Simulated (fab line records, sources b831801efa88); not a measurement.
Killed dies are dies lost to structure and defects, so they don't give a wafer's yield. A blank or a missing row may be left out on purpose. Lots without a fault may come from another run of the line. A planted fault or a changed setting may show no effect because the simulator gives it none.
Which tool did it? | flow gf180mcu | 14 lots, 42 wafers sampled, at 5 steps of a route of 602

WHAT THE GAUGES READ, wafer by wafer
GF_STI_THK_MEAS_30. Usual: STI_OXIDATION_02_THK 10.12 nm, standard deviation 0.2.
lot  | measured    | on            | STI_OXIDATION_02_THK (nm) | flag
L901 | day 2 06:01 | film_metro-02 | 9.89 9.91 9.79            |
L902 | day 2 12:18 | film_metro-01 | 9.99 9.94 9.75            |
L903 | day 2 16:08 | film_metro-01 | 10.15 10.30 10.13         |
L904 | day 2 22:50 | film_metro-03 | 10.03 10.24 10.13         |
L906 | day 3 12:10 | film_metro-01 | 10.28 10.40 10.48         |
L911 | day 4 14:08 | film_metro-01 | 10.08 10.02 10.13         |
L912 | day 4 17:56 | film_metro-01 | 10.07 10.11 10.26         |
L914 | day 5 02:29 | film_metro-03 | 9.77 9.91 9.78            |
L916 | day 5 12:13 | film_metro-01 | 10.06 9.95 10.21          |
L918 | day 5 22:02 | film_metro-02 | 10.26 10.30 10.30         |
L921 | day 6 13:29 | film_metro-02 | 10.45 10.49 10.52         |
L922 | day 6 17:26 | film_metro-03 | 10.47 10.11 10.32         |
L923 | day 6 23:37 | film_metro-02 | 10.29 10.29 10.29         |
L924 | day 7 06:13 | film_metro-03 | 10.25 10.24 10.10         |

GF_NWELL_OVL_MEAS_07. Usual: NWELL_OVL 0.7 nm, standard deviation 1.3.
lot  | measured    | on         | NWELL_OVL (nm) | flag
L901 | day 3 05:53 | overlay-01 | 0.0 0.0 0.5    |
L902 | day 3 12:43 | overlay-01 | 0.1 -1.6 2.3   |
L903 | day 3 16:07 | overlay-01 | 0.2 0.6 0.6    |
L904 | day 3 23:19 | overlay-01 | 2.7 3.4 2.6    |
L906 | day 4 13:04 | overlay-01 | 1.9 2.0 -0.6   |
L911 | day 5 19:04 | overlay-02 | 0.2 0.7 0.4    |
L912 | day 5 22:37 | overlay-01 | 0.7 0.0 0.2    |
L914 | day 6 08:01 | overlay-01 | -0.8 -3.7 -1.7 |
L916 | day 6 19:01 | overlay-01 | 0.7 0.1 0.2    |
L918 | day 7 03:40 | overlay-02 | 0.8 0.4 -1.3   |
L921 | day 7 20:52 | overlay-02 | 0.7 2.0 1.4    |
L922 | day 8 01:07 | overlay-01 | -0.5 0.0 -0.3  |
L923 | day 8 07:46 | overlay-02 | 0.2 1.5 0.9    |
L924 | day 8 15:34 | overlay-01 | 0.7 3.0 2.5    |

GF_LVPWELL_TW_MEAS_11. Usual: LVPWELL_TW 560, standard deviation 4.2.
lot  | measured    | on            | LVPWELL_TW  | flag
L901 | day 3 18:55 | film_metro-02 | 565 560 565 |
L902 | day 4 02:04 | film_metro-03 | 558 557 559 |
L903 | day 4 05:02 | film_metro-03 | 557 560 559 |
L904 | day 4 12:32 | film_metro-02 | 560 561 562 |
L906 | day 5 03:54 | film_metro-04 | 567 567 563 |
L911 | day 6 11:03 | film_metro-03 | 556 557 558 |
L912 | day 6 14:12 | film_metro-04 | 566 569 564 |
L914 | day 7 00:06 | film_metro-02 | 563 562 561 |
L916 | day 7 11:56 | film_metro-03 | 559 561 557 |
L918 | day 7 20:17 | film_metro-03 | 555 556 557 |
L921 | day 8 13:20 | film_metro-02 | 561 559 561 |
L922 | day 8 17:43 | film_metro-02 | 559 559 559 |
L923 | day 9 01:23 | film_metro-02 | 564 566 563 |
L924 | day 9 09:26 | film_metro-02 | 563 564 563 |

GF_VT_IMPLANT_TW_MEAS_21. Usual: VT_IMPLANT_2_TW 1222, standard deviation 5.3.
lot  | measured     | on            | VT_IMPLANT_2_TW | flag
L901 | day 6 04:10  | film_metro-01 | 1224 1226 1222  |
L902 | day 6 11:28  | film_metro-01 | 1224 1226 1222  |
L903 | day 6 14:26  | film_metro-02 | 1209 1206 1213  |
L904 | day 7 01:02  | film_metro-01 | 1229 1228 1231  |
L906 | day 7 19:12  | film_metro-04 | 1226 1220 1221  |
L911 | day 9 05:30  | film_metro-01 | 1178 1179 1182  | OFF
L912 | day 9 07:27  | film_metro-02 | 1177 1178 1174  | OFF
L914 | day 9 20:04  | film_metro-01 | 1224 1228 1216  |
L916 | day 10 08:42 | film_metro-01 | 1210 1213 1213  |
L918 | day 10 17:57 | film_metro-01 | 1221 1218 1211  |
L921 | day 11 13:11 | film_metro-01 | 1224 1225 1223  |
L922 | day 11 19:25 | film_metro-01 | 1222 1231 1225  |
L923 | day 12 02:08 | film_metro-04 | 1227 1227 1227  |
L924 | day 12 11:56 | film_metro-02 | 1218 1217 1214  |

WHICH TOOL RAN EACH LOT (tool, then ch and the chambers of the sampled wafers, then the start)
lot  | GF_VT_IMPLANT_IMPLANT_19
L901 | implanter-01 ch 0, day 6 03:57
L902 | implanter-01 ch 0, day 6 11:15
L903 | implanter-01 ch 0, day 6 14:11
L904 | implanter-03 ch 0, day 7 00:47
L906 | implanter-04 ch 0, day 7 18:57
L911 | implanter-03 ch 0, day 9 05:16
L912 | implanter-03 ch 0, day 9 07:13
L914 | implanter-04 ch 0, day 9 19:49
L916 | implanter-01 ch 0, day 10 08:27
L918 | implanter-01 ch 0, day 10 17:43
L921 | implanter-04 ch 0, day 11 12:56
L922 | implanter-01 ch 0, day 11 19:11
L923 | implanter-01 ch 0, day 12 01:53
L924 | implanter-03 ch 0, day 12 11:41
- GF_VT_IMPLANT_IMPLANT_19

WHAT THE TOOLS THEMSELVES READ (means of the sampled wafers that have a number; where no wafer has one, the mark that the record gives instead)
GF_VT_IMPLANT_IMPLANT_19. Usual: beam_energy_keV 100.00, standard deviation 0.032.
lot  | tool         | beam_energy_keV | flag
L901 | implanter-01 | 99.98           |
L902 | implanter-01 | 100.01          |
L903 | implanter-01 | 100.00          |
L904 | implanter-03 | 99.97           |
L906 | implanter-04 | 99.98           |
L911 | implanter-03 | 88.33           | OFF
L912 | implanter-03 | 88.31           | OFF
L914 | implanter-04 | 100.03          |
L916 | implanter-01 | 99.96           |
L918 | implanter-01 | 99.97           |
L921 | implanter-04 | 99.95           |
L922 | implanter-01 | 99.97           |
L923 | implanter-01 | 100.00          |
L924 | implanter-03 | 100.03          |

THE ANSWER, worked out from the rows above alone
Rule: a lot is off if the mean of its wafers that have a number lies more than 3 standard deviations from the usual mean. A lot without any number at a reading at which 4 lots or more have one is off too. The other lots that the step has rows for count as sound. The gauges are gone through in route order, then the tools' own readings, and for those a lot's mean is taken as printed above. The first step at which some lot is off is used, and at that step the reading that is off furthest; a lot without a number counts as furthest.
Off: L911, L912, at GF_VT_IMPLANT_TW_MEAS_21 (VT_IMPLANT_2_TW).
A tool fits if, at a process step before that reading, it ran every lot that is off, and no sound lot after the first of them. The gauges at GF_VT_IMPLANT_TW_MEAS_21 aren't tried: what is off there is off at GF_VT_IMPLANT_IMPLANT_19 too, on other tools, and a gauge's error can't cause that. None of those tried fits.

WHAT THE SIMULATOR HAD PUT IN
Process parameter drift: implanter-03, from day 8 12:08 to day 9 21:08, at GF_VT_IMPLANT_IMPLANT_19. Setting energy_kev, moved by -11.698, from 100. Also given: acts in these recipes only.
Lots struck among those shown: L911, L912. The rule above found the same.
